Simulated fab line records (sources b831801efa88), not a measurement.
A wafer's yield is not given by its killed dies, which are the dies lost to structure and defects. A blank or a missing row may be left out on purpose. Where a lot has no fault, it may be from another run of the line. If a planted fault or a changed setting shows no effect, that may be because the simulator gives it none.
Problem report in the 8D (eight disciplines) form, filled by code    flow sky130    the parts of the form that need people (team, actions taken, sign-off) are left out

1. PROBLEM STATEMENT
killed at front end at SKY_PAD_OPEN_PROBE_99 reads a mean of 69 on 9 wafers of 3 lots; wafers without a fault read 15 with a standard deviation of 4.1. That puts it +13 standard deviations away from the usual mean.
First observed at day 48 13:14: wafer L627.1, on prober-02. At this step, 15 wafers from 5 lots have a number in the record. Rule for "out" (also "out of limits"): further than 4 standard deviations from the usual mean. The other wafers with a number count as sound.

2. WHAT IT IS; WHAT IT IS NOT
question                     is                      is not
which readings at this step  killed at front end     killed at contacts, killed at other, killed short
which lots                   L627, L628, L630        L618, L626
which wafers of those lots   all that have a number  -
read on which tools          prober-01, prober-02    -
when                         from day 48 13:14       up to then (6 sound wafers)

3. WHAT RULES OUT EACH SUSPECT
Counting: a tool at a process step up to the reading stays a suspect if it ran every lot that is out and no sound lot after the first of them.
- hdpcvd-02 at SKY_FIELD_ISO_CVD_24 (deposits SiO2, target thk 595 nm, time 99.2 s): kept. It processed each lot that is out, first L627 at day 4 17:11, and no sound lot thereafter; up to then, the last sound lot it processed was L626 at day 4 11:41.
Remaining after the count: hdpcvd-02 at SKY_FIELD_ISO_CVD_24.

4. THE CAUSE (what the simulator had put in)
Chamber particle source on hdpcvd-02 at SKY_FIELD_ISO_CVD_24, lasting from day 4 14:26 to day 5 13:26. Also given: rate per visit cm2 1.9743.
Only this tool survived the counting.

5. THE CHAIN OF EFFECTS, in route order
One row per reading whose mean, taken over the struck wafers that have a number, lies over 3 standard deviations from the usual. Only readings whose record carries a usual standard deviation are examined. hours: median over the lots of the time between each lot's start at the first step of this table that gives one and its start at this step. sigmas: the change, counted in usual standard deviations.
hours  step                   reading              usual  on struck wafers  change  sigmas
0      SKY_PAD_OPEN_PROBE_99  killed at front end  15     69                +54     +13
0      SKY_PAD_OPEN_PROBE_99  killed dies          87     133               +46     +4.8
Here are the process steps it includes:
- SKY_PAD_OPEN_PROBE_99

6. HOW IT WOULD HAVE BEEN CAUGHT EARLIER
The fault began at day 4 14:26; the first out-of-limits reading in this record came at day 48 13:14, 1055 hours later.
Each of the lots that are out, 3 in all, had begun SKY_FIELD_ISO_CVD_24 on hdpcvd-02 no later than day 48 13:14. Tool hold at that time: it would have spared none of them.
